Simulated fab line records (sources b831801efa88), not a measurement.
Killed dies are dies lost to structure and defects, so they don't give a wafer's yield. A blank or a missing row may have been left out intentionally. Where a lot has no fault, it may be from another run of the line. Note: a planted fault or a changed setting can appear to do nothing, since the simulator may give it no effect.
Comparing a struck lot with a sound one -- flow sky130 -- 14 steps out of a route of 708
Sound: wafers L369.3, L369.5, L369.6. Struck: wafers L380.1, L380.3, L380.6. Last of all comes the cause.
At each step with rows: each side's tool, then ch and its chambers, then its first start. Under that, the readings that differ: sound wafers -- struck wafers -- difference of the means -- sigmas: that difference in standard deviations of wafers without a fault.
alike: a reading whose means differ by less than 2 such deviations, as well as words and numbers matching on both sides. not compared: withheld readings; readings where some wafer has no value; bounds like >300 that might hide an equal value; numbers whose values overlap and for which the record gives no deviation.
The two part at a step that has a row with sigmas, a row that says differs or no value, or rows on one side only. When numbers do not overlap yet have no deviation, they are printed without sigmas and do not part them. A reading that every wafer of one side lacks parts them only if that side has two wafers or more.

SKY_VIA1_OVL_MEAS_13:
  sound on overlay-02, day 35 02:33; struck on overlay-01, day 38 22:16
  alike: VIA1_OVL
SKY_VIA1_ETCH_14: etches BARC in N2/H2, stops on SiO2, time 45.9 s, target depth 60 nm.
  sound on rie-diel-01 ch 1,3, day 35 02:35; struck on rie-diel-03 ch 0,1,2, day 38 22:19
  alike: drypump-motor-current-A, oes-product-au, throttle-valve-pct
  not compared: rf-hours-counter-h
SKY_VIA1_ETCH_15: etches SiO2 in C4F8/O2/Ar, stops on TiN, target depth 351 nm, time 54 s.
  sound on rie-diel-01 ch 1,3, day 35 02:37; struck on rie-diel-03 ch 0,1,2, day 38 22:21
  alike: oes-product-au
  not compared: rf-hours-counter-h
then, 4 steps without rows for these wafers: SKY_VIA1_STRIP_16 (strips in O2/N2); SKY_VIA1_STRIP_17 (strips in post etch residue remover, time 1200 s); SKY_VIA1_CLEAN_18 (cleans in IPA, time 180 s); SKY_VIA1_CLEAN_19 (cleans in O3/DIW).
SKY_VIA1_SPUTTER_20: material TiN, target thk 20 nm, time 80 s.
  sound on pvd-sputter-01, day 35 03:19; struck on pvd-sputter-03, day 38 23:00
  alike: cathode-dc-power-W, chamber-pressure-pa, throttle-valve-pct
SKY_VIA1_CVD_21: deposits W, target thk 270 nm, time 80.902 s.
  sound on cvd-w-01 ch 0,1, day 35 03:25; struck on cvd-w-01 ch 0, day 38 23:04
  alike: heater-power-w
SKY_VIA1_RS_MEAS_22: measurement is done with a four-point probe.
  sound on film-metro-04, day 35 03:31; struck on film-metro-04, day 38 23:09
  alike: VIA1_W_RS
SKY_VIA1_THK_MEAS_23: measures by xrf.
  sound on film-metro-04, day 35 03:37; struck on film-metro-04, day 38 23:16
  alike: VIA1_W_THK
then, 1 step without rows for these wafers: SKY_VIA1_CMP_24 (polishes, stops on SiO2, t overpolish 15 s, target thk 0 nm).
SKY_METAL2_SPUTTER_00: material Ti, target thk 15 nm, time 10 s.
  sound on pvd-sputter-04, day 35 03:57; struck on pvd-sputter-04, day 38 23:38
  no value came back on the struck wafers for cathode-dc-power-W (W), chamber-pressure-pa (Pa), throttle-valve-pct (%); on the sound wafers cathode-dc-power-W (W) reads 3000.4 3000.0 3001.2
SKY_METAL2_SPUTTER_01: material TiN, target thk 20 nm, time 16.7 s.
  sound on pvd-sputter-04, day 35 03:58; struck on pvd-sputter-04, day 38 23:39
  alike: cathode-dc-power-W, chamber-pressure-pa, throttle-valve-pct

## WHERE THEY PART
Only at SKY_METAL2_SPUTTER_00, within this record. Later steps at which nothing parts them and some readings are alike: SKY_METAL2_SPUTTER_01.

WHY: what the simulator had put in
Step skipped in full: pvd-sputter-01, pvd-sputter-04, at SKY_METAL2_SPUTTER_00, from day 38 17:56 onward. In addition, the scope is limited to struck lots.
